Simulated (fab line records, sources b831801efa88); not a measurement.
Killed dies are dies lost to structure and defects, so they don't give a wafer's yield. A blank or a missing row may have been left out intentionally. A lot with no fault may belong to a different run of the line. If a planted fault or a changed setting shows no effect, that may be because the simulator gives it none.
A struck lot beside a sound one	flow sky130	15 out of 708 route steps
Sound: these wafers, L438.1, L438.4, L438.5. The struck wafers were L428.4, L428.5, L428.6. At the end, the cause is stated.
Order at every step that has rows: each side's tool, ch and its chambers, its first start. Under that, the readings that differ: sound wafers	struck wafers	difference of the means	sigmas: that difference in standard deviations of wafers without a fault.
alike: same words and numbers on both sides, and readings whose means sit less than 2 such deviations apart. not compared: any withheld reading, any reading some wafer has no value for, any bound like >300 that may hide the same value, and any number with overlapping values for which the record gives no deviation.
Wherever a step has rows on one side only, a row that says differs or no value, or a row with sigmas, the two part there. Non-overlapping numbers with no deviation appear without sigmas and do not part them. Lack of a reading on every wafer of one side parts them only where that side has two or more wafers.

first, 6 steps without rows for these wafers: SKY_GATE_OXIDE_HMDS_04 (prime time 60 s); SKY_GATE_OXIDE_COAT_05 (resist thk 1140 nm); SKY_GATE_OXIDE_SOFTBAKE_06 (time 60 s); SKY_GATE_OXIDE_EXPOSE_07 (exposes mask LVOM, target cd 600 nm); SKY_GATE_OXIDE_PEB_08; SKY_GATE_OXIDE_DEVELOP_09 (develop time 60 s).
SKY_GATE_OXIDE_OVL_MEAS_10:
  sound on overlay-01 at day 21 11:02; struck on overlay-02 at day 18 05:16
  alike: GATE_OXIDE_OVL
then, 2 steps without rows for these wafers: SKY_GATE_OXIDE_IMPLANT_11; SKY_GATE_OXIDE_WET_ETCH_12 (etches SiO2 in dHF, target depth 16.8 nm, time 336 s).
SKY_GATE_OXIDE_STRIP_13: strips in O2/N2.
  sound on plasmaAsher-03 ch 0, day 21 11:19; struck on plasmaAsher-03 ch 0,1, day 18 05:34
  alike: drypumpMotorCurrentA, oesProductAu, stripTimeToEndpointS
  not compared: rfHoursCounterH
SKY_GATE_OXIDE_TW_MEAS_14:
  sound on filmMetro-04 at day 21 11:25; struck on filmMetro-04 at day 18 05:40
  alike: GATE_OXIDE_TW
then, 1 step without rows for these wafers: SKY_GATE_OXIDE_CLEAN_15 (cleans in SC1/SC2, time 150 s).
SKY_GATE_OXIDE_OXIDATION_16: stabilise 600 s, purge 300 s, target thk 3.57 nm.
  sound on furnace-01 ch 0, day 21 12:44; struck on furnace-01 ch 0, day 18 06:40
reading	sound	struck	difference	sigmas
spikeTcBottomC (C)	816.0 817.5 816.5	821.5 822.4 823.0	+5.6	+3
spikeTcCentreC (C)	798.6 798.1 801.9	805.0 806.4 805.0	+5.9	+3
spikeTcLowerC (C)	800.1 801.0 799.2	805.8 806.3 807.0	+6.3	+6
spikeTcUpperC (C)	798.5 799.4 797.7	806.2 805.3 805.5	+7.1	+8
tubeCenterTempC (C)	800.02 800.02 799.95	806.5 806.41 806.47	+6.5	+95
tube_center_temp_C_max	802.2 803.0 801.5	808.7 808.1 808.7	+6.3	+20
then, 1 step without rows for these wafers: SKY_POLY_GATE_CVD_00 (deposits poly-Si, target thk 180 nm, time 720 s).
-- record jumps: 31 days separate the struck wafers' starts on either side; left off in module POLY_GATE, taken up again in module PAD_OPEN, whose first shown step is the route's number 708 --
SKY_PAD_OPEN_PROBE_99:
  sound on prober-01 at day 50 17:43; struck on prober-01 at day 49 01:25
reading	sound	struck	difference	sigmas
killedAtContacts	20 11 16	28 27 23	+10	+2
model.etest.capThinOxide.gateLog10ACm2	-6.77 -7.009 -6.696	-7.212 -7.355 -7.207	-0.433	
model.etest.capThinOxide.toxAccNm (nm)	4.236 4.277 4.214	4.372 4.382 4.341	+0.123	
model.etest.pfet_01v8.toxInvNm (nm)	4.337 4.325 4.296	4.414 4.458 4.393	+0.102	
  alike: killed_at_M0_to_M3, killed_at_M4_up, killedAtFrontEnd, killedDies, killedOpen, killedShort
  not compared: model.etest.nfet_01v8_lvt.driveUaUm, model.etest.nfet_01v8_turned.driveUaUm, model.etest.nfet_01v8_swapped.driveUaUm, model.etest.nfet_01v8.driveUaUm, model.etest.sramNfetPass.driveUaUm

WHERE THEY PART
At SKY_GATE_OXIDE_OXIDATION_16 first; at SKY_PAD_OPEN_PROBE_99 last (within this record only).

WHY: what the simulator had put in
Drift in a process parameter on furnace-01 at SKY_GATE_OXIDE_OXIDATION_16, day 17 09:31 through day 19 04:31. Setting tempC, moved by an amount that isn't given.
